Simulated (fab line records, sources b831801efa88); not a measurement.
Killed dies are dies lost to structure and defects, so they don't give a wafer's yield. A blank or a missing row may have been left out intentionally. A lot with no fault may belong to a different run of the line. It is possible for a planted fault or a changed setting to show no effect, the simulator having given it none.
The same fault as seen by 2 desks :: flow sky130 :: only its own numbers are on each desk; what lay behind them is given at the end

METROLOGY DESK
Means of the sampled wafers that have a number, per lot and without regard to the tool the lot ran on: this is what the gauges read. A lot is out of limits, marked OUT, if its mean lies more than 4 standard deviations from the usual mean; the brackets give that distance.
Columns: A = VT_ADJUST_LVTN_TW at SKY_VT_ADJUST_LVTN_TW_MEAS_10, usual 241.4; B = VT_ADJUST_HVTR_TW at SKY_VT_ADJUST_HVTR_TW_MEAS_11, usual 209.8
lot: L561
first seen here: day 6 23:16
A: 243.1
B: 210.8

lot: L567
first seen here: day 8 10:08
A: 243.6
B: 213.9

lot: L569
first seen here: day 9 01:58
A: 242.7
B: 213.2

lot: L572
first seen here: day 9 22:16
A: 242.7
B: 209.7

lot: L573
first seen here: day 10 04:35
A: 241.5
B: 209.4

lot: L574
first seen here: day 10 10:43
A: 240.8
B: 210.0

lot: L575
first seen here: day 10 13:44
A: 242.2
B: 210.2

lot: L578
first seen here: day 11 17:41
A: 239.7
B: 210.4

lot: L583
first seen here: day 13 14:53
A: 239.7
B: 210.0

lot: L581
first seen here: day 13 16:10
A: 242.4
B: 209.1

lot: L579
first seen here: day 13 17:43
A: 239.9
B: 209.6
This desk's verdict: no lot among the 11 shows anything out of limits.

FOR THE TOOL OWNER'S DESK: implanter-01
The tool's own readings at SKY_VT_ADJUST_HVTR_IMPLANT_09: means of the sampled wafers that have a number, for each lot that ran on this tool. A lot is out of limits, marked OUT, if its mean lies more than 4 standard deviations from the usual mean; the brackets give that distance.
Columns: A = beam-on-s at SKY_VT_ADJUST_HVTR_IMPLANT_09, usual 10.03 s; B = end-station-pressure-torr at SKY_VT_ADJUST_HVTR_IMPLANT_09, usual 4.99e-06 Torr; C = faraday-current-uA at SKY_VT_ADJUST_HVTR_IMPLANT_09, usual 11.81
lot: L561
first seen here: day 9 13:05
A: 10.21
B: 4.86e-06
C: 11.59

lot: L567
first seen here: day 11 03:11
A: 10.74
B: 6.98e-05 (+99 or more) OUT
C: 10.65 (-4.8) OUT

lot: L569
first seen here: day 11 21:50
A: 10.86 (+4.2) OUT
B: 6.83e-05 (+99 or more) OUT
C: 10.56 (-5.2) OUT

lot: L578
first seen here: day 14 20:58
A: 9.97
B: 4.97e-06
C: 11.89

lot: L583
first seen here: day 16 23:17
A: 9.90
B: 4.70e-06
C: 11.98

lot: L581
first seen here: day 17 01:08
A: 9.92
B: 5.05e-06
C: 11.91

lot: L579
first seen here: day 17 02:54
A: 9.97
B: 5.09e-06
C: 11.83
This desk's verdict: out of limits on L567, L569, starting with L567 at day 11 03:11 (end-station-pressure-torr at SKY_VT_ADJUST_HVTR_IMPLANT_09). L561, L578, L583, L581, L579: within limits.

TAKEN TOGETHER
On L567, L569, at day 11 03:11, an alarm was possible from the tool owner's desk.
Metrology desk: nothing out of limits seen.
The metrology desk holds a record of L567, L569, inside its limits.
All the named lots went through SKY_VT_ADJUST_HVTR_IMPLANT_09 on implanter-01.

WHAT WAS PUT IN BY THE SIMULATOR
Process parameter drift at SKY_VT_ADJUST_HVTR_IMPLANT_09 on implanter-01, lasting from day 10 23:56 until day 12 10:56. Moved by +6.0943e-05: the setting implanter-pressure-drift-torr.
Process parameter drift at SKY_VT_ADJUST_HVTR_IMPLANT_09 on implanter-01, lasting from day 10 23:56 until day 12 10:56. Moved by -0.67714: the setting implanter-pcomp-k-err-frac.
Struck lots among those shown: L567, L569.
Time in hours from fault onset to the first out-of-limits reading at each desk: the tool owner's desk, 3.
